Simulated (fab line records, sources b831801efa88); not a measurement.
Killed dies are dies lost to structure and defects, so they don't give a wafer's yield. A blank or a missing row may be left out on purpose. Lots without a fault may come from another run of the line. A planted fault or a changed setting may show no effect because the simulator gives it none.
Which tool did it? | flow sky130 | 24 lots, 72 wafers sampled, at 6 steps of a route of 708

WHAT THE GAUGES READ, wafer by wafer
The record holds no reading of a measuring or inspecting step that can be judged against a usual standard deviation.

WHICH TOOL RAN EACH LOT (tool, then ch and the chambers of the sampled wafers, then the start)
lot  | SKY_METAL1_ETCH_18                | SKY_METAL2_SPUTTER_03        | SKY_METAL2_SPUTTER_04        | SKY_METAL2_DESCUM_17              | SKY_CAP2M_METAL_ETCH_13           | SKY_VIA4_CMP_21
L074 | rie_metal-04 ch 0,1, day 33 07:20 | pvd_sputter-04, day 34 12:34 | pvd_sputter-04, day 34 12:35 | rie_metal-01 ch 0,1, day 35 15:01 | rie_metal-02 ch 0,1, day 41 06:54 | cmp-02 ch 1,2,3, day 43 10:19
L075 | rie_metal-02 ch 0,1, day 33 08:51 | pvd_sputter-04, day 34 14:25 | pvd_sputter-04, day 34 14:26 | rie_metal-04 ch 0,1, day 35 17:13 | rie_metal-03 ch 0,1, day 41 07:44 | cmp-02 ch 1,2, day 43 10:31
L076 | rie_metal-03 ch 0,1, day 33 21:39 | pvd_sputter-03, day 35 03:01 | pvd_sputter-03, day 35 03:02 | rie_metal-01 ch 0,1, day 36 05:37 | rie_metal-02 ch 0,1, day 41 18:30 | cmp-02 ch 1,2,3, day 43 20:43
L077 | rie_metal-03 ch 0,1, day 34 00:58 | pvd_sputter-02, day 35 06:25 | pvd_sputter-02, day 35 06:26 | rie_metal-04 ch 0,1, day 36 08:37 | rie_metal-03 ch 0,1, day 41 22:14 | cmp-01 ch 0,2,3, day 43 23:41
L078 | rie_metal-04 ch 0,1, day 34 07:47 | pvd_sputter-03, day 35 13:26 | pvd_sputter-03, day 35 13:27 | rie_metal-01 ch 0,1, day 36 15:55 | rie_metal-03 ch 0,1, day 42 04:30 | cmp-02 ch 0,2,3, day 44 03:46
L079 | rie_metal-04 ch 0,1, day 34 19:11 | pvd_sputter-03, day 36 00:08 | pvd_sputter-03, day 36 00:10 | rie_metal-03 ch 1, day 37 01:34   | rie_metal-03 ch 0,1, day 42 14:22 | cmp-01 ch 0,3, day 44 13:39
L080 | rie_metal-03 ch 0,1, day 35 11:22 | pvd_sputter-04, day 36 16:24 | pvd_sputter-04, day 36 16:25 | rie_metal-04 ch 0,1, day 37 18:59 | rie_metal-02 ch 0,1, day 43 04:52 | cmp-01 ch 0,1, day 45 08:08
L081 | rie_metal-03 ch 0,1, day 35 15:54 | pvd_sputter-03, day 36 20:50 | pvd_sputter-03, day 36 20:52 | rie_metal-03 ch 0, day 37 22:49   | rie_metal-04 ch 0,1, day 43 09:14 | cmp-01 ch 0,1,2, day 45 09:37
L082 | rie_metal-03 ch 0,1, day 35 17:30 | pvd_sputter-02, day 36 22:52 | pvd_sputter-02, day 36 22:52 | rie_metal-04 ch 0,1, day 38 01:20 | rie_metal-02 ch 0,1, day 43 10:27 | cmp-01 ch 1,2, day 45 10:31
L083 | rie_metal-03 ch 1, day 35 23:12   | pvd_sputter-04, day 37 04:39 | pvd_sputter-04, day 37 04:40 | rie_metal-01 ch 0,1, day 38 07:19 | rie_metal-04 ch 0,1, day 43 16:44 | cmp-02 ch 0,3, day 45 15:11
L084 | rie_metal-03 ch 1, day 36 12:25   | pvd_sputter-02, day 37 17:16 | pvd_sputter-02, day 37 17:17 | rie_metal-04 ch 0,1, day 38 19:28 | rie_metal-04 ch 0,1, day 44 02:03 | cmp-01 ch 0,1,2, day 45 22:17
L085 | rie_metal-03 ch 1, day 36 17:49   | pvd_sputter-03, day 37 22:53 | pvd_sputter-03, day 37 22:54 | rie_metal-01 ch 0,1, day 39 00:43 | rie_metal-02 ch 0,1, day 44 09:31 | cmp-02 ch 1,2,3, day 46 09:08
L086 | rie_metal-02 ch 0,1, day 36 23:39 | pvd_sputter-03, day 38 04:44 | pvd_sputter-03, day 38 04:46 | rie_metal-03 ch 0, day 39 07:01   | rie_metal-04 ch 0, day 44 11:40   | cmp-01 ch 0,1,3, day 46 11:50
L087 | rie_metal-04 ch 0,1, day 37 13:59 | pvd_sputter-04, day 38 18:49 | pvd_sputter-04, day 38 18:50 | rie_metal-04 ch 0,1, day 39 20:46 | rie_metal-04 ch 0,1, day 45 05:57 | cmp-02 ch 0,1,2, day 47 02:01
L088 | rie_metal-02 ch 0,1, day 37 14:38 | pvd_sputter-04, day 38 19:13 | pvd_sputter-04, day 38 19:14 | rie_metal-01 ch 0,1, day 39 21:10 | rie_metal-02 ch 0,1, day 45 06:20 | cmp-01 ch 0,1,3, day 47 02:58
L089 | rie_metal-03 ch 0,1, day 38 02:48 | pvd_sputter-03, day 39 07:19 | pvd_sputter-03, day 39 07:19 | rie_metal-04 ch 0,1, day 40 09:04 | rie_metal-04 ch 0,1, day 45 11:03 | cmp-01 ch 1,2,3, day 47 07:42
L090 | rie_metal-04 ch 0,1, day 38 08:33 | pvd_sputter-04, day 39 12:40 | pvd_sputter-04, day 39 12:41 | rie_metal-04 ch 0, day 40 14:37   | rie_metal-03 ch 0,1, day 45 15:16 | cmp-01 ch 1,3, day 47 12:15
L091 | rie_metal-04 ch 0,1, day 38 13:56 | pvd_sputter-03, day 39 17:23 | pvd_sputter-03, day 39 17:25 | rie_metal-01 ch 0,1, day 40 18:28 | rie_metal-03 ch 0,1, day 46 04:35 | cmp-01 ch 1,2,3, day 47 23:49
L092 | rie_metal-03 ch 0, day 38 22:24   | pvd_sputter-02, day 40 02:25 | pvd_sputter-02, day 40 02:25 | rie_metal-04 ch 0,1, day 41 04:04 | rie_metal-04 ch 0,1, day 46 07:28 | cmp-02 ch 0,2,3, day 48 03:56
L093 | rie_metal-03 ch 0,1, day 39 03:16 | pvd_sputter-04, day 40 07:15 | pvd_sputter-04, day 40 07:16 | rie_metal-01 ch 0,1, day 41 08:29 | rie_metal-03 ch 0,1, day 46 09:59 | cmp-02 ch 0,2,3, day 48 07:53
L094 | rie_metal-02 ch 0,1, day 39 11:08 | pvd_sputter-02, day 40 14:24 | pvd_sputter-02, day 40 14:25 | rie_metal-03 ch 0,1, day 41 15:58 | rie_metal-02 ch 0,1, day 46 13:32 | cmp-02 ch 2,3, day 48 10:14
L095 | rie_metal-02 ch 0, day 39 18:51   | pvd_sputter-03, day 40 23:08 | pvd_sputter-03, day 40 23:10 | rie_metal-01 ch 1, day 41 23:10   | rie_metal-03 ch 0,1, day 46 17:40 | cmp-01 ch 0,1,2, day 48 13:01
L096 | rie_metal-04 ch 0,1, day 40 03:02 | pvd_sputter-02, day 41 06:49 | pvd_sputter-02, day 41 06:49 | rie_metal-04 ch 0,1, day 42 07:37 | rie_metal-03 ch 0,1, day 47 06:50 | cmp-02 ch 2,3, day 49 02:15
L097 | rie_metal-02 ch 0,1, day 40 08:11 | pvd_sputter-03, day 41 11:35 | pvd_sputter-03, day 41 11:36 | rie_metal-04 ch 0,1, day 42 11:31 | rie_metal-02 ch 0,1, day 47 08:03 | cmp-02 ch 2,3, day 49 02:51
- SKY_METAL1_ETCH_18: etches BARC in N2/H2, stops on SiO2, time 45.9 s, target depth 60 nm.
- SKY_METAL2_SPUTTER_03: material Ti, target thk 5 nm, time 3.3 s.
- SKY_METAL2_SPUTTER_04: material TiN, target thk 70 nm, time 58.3 s.
- SKY_METAL2_DESCUM_17: chemistry O2, time 8 s.
- SKY_CAP2M_METAL_ETCH_13: etches TiN in Cl2/BCl3, stops on SiO2, target depth 220 nm, time 62.9 s.
- SKY_VIA4_CMP_21: polishes, stops on SiO2, t overpolish 25 s, target thk 0 nm.

WHAT THE TOOLS THEMSELVES READ (means of the sampled wafers that have a number; where no wafer has one, the mark that the record gives instead)
SKY_METAL1_ETCH_18.
lot  | tool         | drypump_motor_current_A (A) | h2_flow_sccm (sccm) | oes_product_au (a.u.) | throttle_valve_pct (%)
L074 | rie_metal-04 | 5.77                        | 200.0               | 0.856                 | 13.219
L075 | rie_metal-02 | 5.92                        | 199.1               | 0.853                 | 13.229
L076 | rie_metal-03 | 5.99                        | 200.6               | 0.855                 | 13.223
L077 | rie_metal-03 | 5.84                        | 200.0               | 0.852                 | 13.233
L078 | rie_metal-04 | 5.77                        | 199.8               | 0.854                 | 13.231
L079 | rie_metal-04 | 5.93                        | 200.1               | 0.851                 | 13.231
L080 | rie_metal-03 | 5.82                        | 199.9               | 0.858                 | 13.229
L081 | rie_metal-03 | 5.82                        | 200.1               | 0.855                 | 13.235
L082 | rie_metal-03 | 5.83                        | 200.0               | 0.852                 | 13.226
L083 | rie_metal-03 | 6.09                        | 199.9               | 0.851                 | 13.232
L084 | rie_metal-03 | 6.13                        | 200.1               | 0.857                 | 13.234
L085 | rie_metal-03 | 6.13                        | 200.1               | 0.857                 | 13.227
L086 | rie_metal-02 | 5.90                        | 200.7               | 0.859                 | 13.233
L087 | rie_metal-04 | 5.78                        | 199.7               | 0.858                 | 13.227
L088 | rie_metal-02 | 5.68                        | 199.5               | 0.853                 | 13.228
L089 | rie_metal-03 | 5.83                        | 200.2               | 0.861                 | 13.239
L090 | rie_metal-04 | 5.76                        | 200.0               | 0.854                 | 13.221
L091 | rie_metal-04 | 5.91                        | 200.5               | 0.857                 | 13.219
L092 | rie_metal-03 | 5.68                        | 200.0               | 0.852                 | 13.224
L093 | rie_metal-03 | 5.82                        | 199.8               | 0.857                 | 13.223
L094 | rie_metal-02 | 5.67                        | 199.1               | 0.855                 | 13.221
L095 | rie_metal-02 | 5.42                        | 200.2               | 0.853                 | 13.227
L096 | rie_metal-04 | 5.92                        | 200.4               | 0.853                 | 13.215
L097 | rie_metal-02 | 5.67                        | 200.4               | 0.857                 | 13.224

SKY_METAL2_SPUTTER_03.
lot  | tool           | throttle_valve_pct (%)
L074 | pvd_sputter-04 | 30.1
L075 | pvd_sputter-04 | 30.4
L076 | pvd_sputter-03 | 30.4
L077 | pvd_sputter-02 | 30.1
L078 | pvd_sputter-03 | 30.9
L079 | pvd_sputter-03 | 29.9
L080 | pvd_sputter-04 | 30.0
L081 | pvd_sputter-03 | 29.7
L082 | pvd_sputter-02 | 30.1
L083 | pvd_sputter-04 | 30.6
L084 | pvd_sputter-02 | 30.0
L085 | pvd_sputter-03 | 29.5
L086 | pvd_sputter-03 | 30.0
L087 | pvd_sputter-04 | 30.3
L088 | pvd_sputter-04 | 29.8
L089 | pvd_sputter-03 | 30.2
L090 | pvd_sputter-04 | 30.5
L091 | pvd_sputter-03 | 29.8
L092 | pvd_sputter-02 | 29.3
L093 | pvd_sputter-04 | 30.0
L094 | pvd_sputter-02 | 29.5
L095 | pvd_sputter-03 | 30.0
L096 | pvd_sputter-02 | 29.5
L097 | pvd_sputter-03 | 30.5

SKY_METAL2_SPUTTER_04.
lot  | tool           | throttle_valve_pct (%)
L074 | pvd_sputter-04 | 30.0
L075 | pvd_sputter-04 | 30.2
L076 | pvd_sputter-03 | 30.3
L077 | pvd_sputter-02 | 30.2
L078 | pvd_sputter-03 | 30.7
L079 | pvd_sputter-03 | 29.7
L080 | pvd_sputter-04 | 30.2
L081 | pvd_sputter-03 | 29.8
L082 | pvd_sputter-02 | 30.0
L083 | pvd_sputter-04 | 30.7
L084 | pvd_sputter-02 | 30.0
L085 | pvd_sputter-03 | 29.5
L086 | pvd_sputter-03 | 29.8
L087 | pvd_sputter-04 | 30.4
L088 | pvd_sputter-04 | 29.8
L089 | pvd_sputter-03 | 30.2
L090 | pvd_sputter-04 | 30.5
L091 | pvd_sputter-03 | 30.0
L092 | pvd_sputter-02 | 29.4
L093 | pvd_sputter-04 | 29.9
L094 | pvd_sputter-02 | 29.4
L095 | pvd_sputter-03 | 30.1
L096 | pvd_sputter-02 | 29.4
L097 | pvd_sputter-03 | 30.3

SKY_METAL2_DESCUM_17.
lot  | tool         | drypump_motor_current_A (A) | oes_product_au (a.u.)
L074 | rie_metal-01 | 6.2                         | 0.996
L075 | rie_metal-04 | 5.9                         | 0.984
L076 | rie_metal-01 | 6.1                         | 0.998
L077 | rie_metal-04 | 5.8                         | 0.994
L078 | rie_metal-01 | 6.2                         | 1.003
L079 | rie_metal-03 | 6.1                         | 1.014
L080 | rie_metal-04 | 5.8                         | 0.980
L081 | rie_metal-03 | 5.7                         | 1.000
L082 | rie_metal-04 | 5.8                         | 0.992
L083 | rie_metal-01 | 5.7                         | 0.996
L084 | rie_metal-04 | 5.8                         | 0.986
L085 | rie_metal-01 | 6.2                         | 1.007
L086 | rie_metal-03 | 5.7                         | 1.001
L087 | rie_metal-04 | 5.8                         | 0.983
L088 | rie_metal-01 | 6.2                         | 1.010
L089 | rie_metal-04 | 5.9                         | 0.977
L090 | rie_metal-04 | 6.1                         | 0.969
L091 | rie_metal-01 | 5.7                         | 0.995
L092 | rie_metal-04 | 5.8                         | 0.993
L093 | rie_metal-01 | 6.2                         | 0.999
L094 | rie_metal-03 | 5.8                         | 0.995
L095 | rie_metal-01 | 5.3                         | 0.995
L096 | rie_metal-04 | 5.8                         | 0.987
L097 | rie_metal-04 | 5.9                         | 0.982

SKY_CAP2M_METAL_ETCH_13.
lot  | tool         | drypump_motor_current_A (A) | oes_product_au (a.u.) | throttle_valve_pct (%)
L074 | rie_metal-02 | 5.65                        | 0.935                 | 21.904
L075 | rie_metal-03 | 5.98                        | 0.941                 | 21.906
L076 | rie_metal-02 | 5.66                        | 0.944                 | 21.890
L077 | rie_metal-03 | 5.84                        | 0.943                 | 21.903
L078 | rie_metal-03 | 6.00                        | 0.934                 | 21.900
L079 | rie_metal-03 | 5.96                        | 0.936                 | 21.910
L080 | rie_metal-02 | 5.66                        | 0.938                 | 21.909
L081 | rie_metal-04 | 5.76                        | 0.943                 | 21.903
L082 | rie_metal-02 | 5.91                        | 0.954                 | 21.892
L083 | rie_metal-04 | 5.77                        | 0.948                 | 21.899
L084 | rie_metal-04 | 5.91                        | 0.946                 | 21.897
L085 | rie_metal-02 | 5.90                        | 0.938                 | 21.908
L086 | rie_metal-04 | 6.08                        | 0.941                 | 21.900
L087 | rie_metal-04 | 5.75                        | 0.933                 | 21.901
L088 | rie_metal-02 | 5.90                        | 0.950                 | 21.888
L089 | rie_metal-04 | 5.92                        | 0.949                 | 21.892
L090 | rie_metal-03 | 5.96                        | 0.941                 | 21.897
L091 | rie_metal-03 | 5.97                        | 0.952                 | 21.910
L092 | rie_metal-04 | 5.93                        | 0.939                 | 21.903
L093 | rie_metal-03 | 5.98                        | 0.945                 | 21.898
L094 | rie_metal-02 | 5.90                        | 0.948                 | 21.895
L095 | rie_metal-03 | 5.98                        | 0.944                 | 21.901
L096 | rie_metal-03 | 5.84                        | 0.944                 | 21.902
L097 | rie_metal-02 | 5.66                        | 0.946                 | 21.906

SKY_VIA4_CMP_21.
lot  | tool   | motor_current_A (A) | overpolish_run_s (s) | retaining_ring_pressure_frac | slurry_filter_dp_kPa (kPa) | time_to_endpoint_s (s)
L074 | cmp-02 | 9.9                 | 25.006               | 1.002                        | 13.42                      | 119
L075 | cmp-02 | 9.8                 | 25.002               | 1.001                        | 13.23                      | 121
L076 | cmp-02 | 10.3                | 24.999               | 1.003                        | 13.43                      | 123
L077 | cmp-01 | 12.5                | 24.998               | 0.995                        | 13.48                      | 122
L078 | cmp-02 | 10.0                | 24.998               | 1.002                        | 13.57                      | 122
L079 | cmp-01 | 12.4                | 24.990               | 0.998                        | 13.43                      | 126
L080 | cmp-01 | 12.2                | 24.998               | 1.002                        | 13.43                      | 120
L081 | cmp-01 | 12.1                | 24.994               | 1.000                        | 13.41                      | 121
L082 | cmp-01 | 12.0                | 24.999               | 1.001                        | 13.50                      | 125
L083 | cmp-02 | 10.1                | 25.006               | 1.000                        | 13.40                      | 129
L084 | cmp-01 | 12.2                | 25.006               | 1.002                        | 13.47                      | 124
L085 | cmp-02 | 9.9                 | 25.001               | 1.004                        | 13.44                      | 126
L086 | cmp-01 | 11.9                | 25.002               | 0.999                        | 13.54                      | 122
L087 | cmp-02 | 9.4                 | 24.993               | 0.996                        | 13.55                      | 124
L088 | cmp-01 | 12.0                | 25.000               | 0.997                        | 13.39                      | 122
L089 | cmp-01 | 12.0                | 24.996               | 1.001                        | 13.65                      | 121
L090 | cmp-01 | 11.5                | 24.998               | 0.999                        | 13.43                      | 120
L091 | cmp-01 | 12.4                | 25.017               | 0.997                        | 13.50                      | 122
L092 | cmp-02 | 9.7                 | 25.001               | 1.000                        | 13.53                      | 127
L093 | cmp-02 | 9.6                 | 25.004               | 1.002                        | 13.49                      | 128
L094 | cmp-02 | 10.3                | 25.007               | 1.007                        | 13.57                      | 119
L095 | cmp-01 | 12.0                | 25.008               | 1.000                        | 13.51                      | 118
L096 | cmp-02 | 10.6                | 24.998               | 0.998                        | 13.51                      | 126
L097 | cmp-02 | 10.6                | 24.993               | 1.007                        | 13.49                      | 121

THE ANSWER, worked out from the rows above alone
Rule: what is usual is taken from the lots themselves. Put in order of their means at a reading, lots are off if they are a third of the lots or fewer, leave a main group of 4 or more, and stand apart from it by a gap of 3 or more times the standard deviation of the main group's means; of several such gaps the widest counts. A main group whose means are all the same, to the digits that the tables above print for the reading, isn't used. A lot without any number at a reading at which 4 lots or more have one is off too. The other lots that the step has rows for count as sound. The gauges are gone through in route order, then the tools' own readings, and for those a lot's mean is taken as printed above. The first step at which some lot is off is used, and at that step the reading that is off furthest; a lot without a number counts as furthest.
No lot is off at any reading shown: from this, nothing can be told.

WHAT THE SIMULATOR HAD PUT IN
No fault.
